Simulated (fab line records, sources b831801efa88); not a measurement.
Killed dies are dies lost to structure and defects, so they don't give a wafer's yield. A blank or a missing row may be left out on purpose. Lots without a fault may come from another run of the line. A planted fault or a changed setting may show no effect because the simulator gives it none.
Chamber matching | flow gf180mcu | GF_SAB_CVD_00 on pecvd-03: 3 sister chambers
The step deposits SiO2 from TEOS, target thk 50 nm, time 4.9302 s. 6 wafers are shown with their chamber, then 7 later ones without.

WAFERS WITH THEIR CHAMBER
wafer  | chamber | heater_power_w (W) | susceptor_temp_C (C)
L235.6 | 1       | 761                | 399.81
L240.4 | 2       | 662                | 400.50
L241.5 | 0       | 559                | 400.10
L241.6 | 1       | 704                | 400.08
L242.1 | 2       | 693                | 400.04
L242.3 | 0       | 563                | 400.27

WAFERS WITHOUT THEIR CHAMBER
wafer  | heater_power_w (W) | susceptor_temp_C (C)
L242.4 | 590                | 399.90
L251.1 | 647                | 400.18
L251.3 | 678                | 399.76
L251.6 | 681                | 400.14
L253.1 | 758                | 400.46
L253.2 | 617                | 400.05
L253.4 | 626                | 400.18

WHICH CHAMBER EACH WENT THROUGH
wafer  | from the rows above     | in truth
L242.4 | 0                       | 0
L251.1 | 2                       | 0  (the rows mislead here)
L251.3 | can't be placed: 1 or 2 | 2
L251.6 | can't be placed: 2 or 1 | 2
L253.1 | can't be placed: 1 or 2 | 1
L253.2 | can't be placed: 0 or 2 | 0
L253.4 | can't be placed: 2 or 0 | 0
Placed correctly: 1 of 7. Can't be placed from these rows: 5 (the true chamber is among the candidates in 5). Placed wrongly: 1.
How it was worked out, from the rows above alone: a wafer's distance from a chamber is the root of the sum, over the readings, of the square of ((its reading less the chamber's mean) divided by the reading's scatter). The wafer belongs to the nearest chamber; if the next one is less than 2 further off, it can't be placed. A chamber's mean is the mean of its shown wafers. The scatter: the root of (the sum of the squares of (reading less its chamber's mean) over the shown wafers, divided by (wafers less chambers)).
